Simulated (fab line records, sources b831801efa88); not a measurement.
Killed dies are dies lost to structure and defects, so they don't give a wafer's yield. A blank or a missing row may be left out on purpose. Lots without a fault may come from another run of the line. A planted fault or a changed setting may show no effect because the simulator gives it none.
One fault seen from 2 desks | flow gf180mcu | each desk has only its own numbers; what lay behind them comes last

THE TOOL OWNER'S DESK: krf_scanner-01
The tool's own readings at GF_V4_EXPOSE_11 (exposes mask Via4, target cd 260 nm): means of the sampled wafers that have a number, for each lot that ran on this tool. A lot is out of limits, marked OUT, if its mean lies more than 4 standard deviations from the usual mean; the brackets give that distance.
Columns: A = focus_offset_nm at GF_V4_EXPOSE_11, usual 0.0 nm; B = stage_vel_mm_s at GF_V4_EXPOSE_11, usual 499.98 mm/s
lot  | first seen here | A    | B
L252 | day 24 03:48    | -0.3 | 500.09
L253 | day 24 12:42    | 0.3  | 500.38
L254 | day 25 02:14    | 0.2  | 500.09
L260 | day 27 11:55    | 0.3  | 499.92
L272 | day 30 22:38    | -0.1 | 499.45
This desk's finding: nothing out of limits on any of the 5 lots.

THE METROLOGY DESK
What the gauges read, lot by lot, whatever tool the lot ran on: means of the sampled wafers that have a number. A lot is out of limits, marked OUT, if its mean lies more than 4 standard deviations from the usual mean; the brackets give that distance.
Columns: A = V4_CVD_00_THK at GF_V4_THK_MEAS_01, usual 600 nm; B = V4_CVD_02_THK at GF_V4_THK_MEAS_03, usual 853 nm; C = V4_BOW at GF_V4_BOW_MEAS_05, usual 134 um; D = cd_nm at GF_V4_CD_MEAS_14, usual 259.9 nm; E = V4_OVL at GF_V4_OVL_MEAS_15, usual 1 nm
lot  | first seen here | A   | B   | C   | D     | E
L252 | day 23 15:47    | 604 | 843 | 142 | 259.9 | -1
L253 | day 24 01:09    | 599 | 851 | 113 | 259.7 | -0
L254 | day 24 15:07    | 606 | 861 | 139 | 260.1 | 5
L260 | day 27 01:38    | 601 | 849 | 131 | 261.0 | -3
L272 | day 30 12:48    | 588 | 839 | 143 | 262.9 | 6
This desk's finding: nothing out of limits on any of the 5 lots.

PUT TOGETHER
The tool owner's desk saw nothing out of limits.
The metrology desk saw nothing out of limits.

WHAT THE SIMULATOR HAD PUT IN
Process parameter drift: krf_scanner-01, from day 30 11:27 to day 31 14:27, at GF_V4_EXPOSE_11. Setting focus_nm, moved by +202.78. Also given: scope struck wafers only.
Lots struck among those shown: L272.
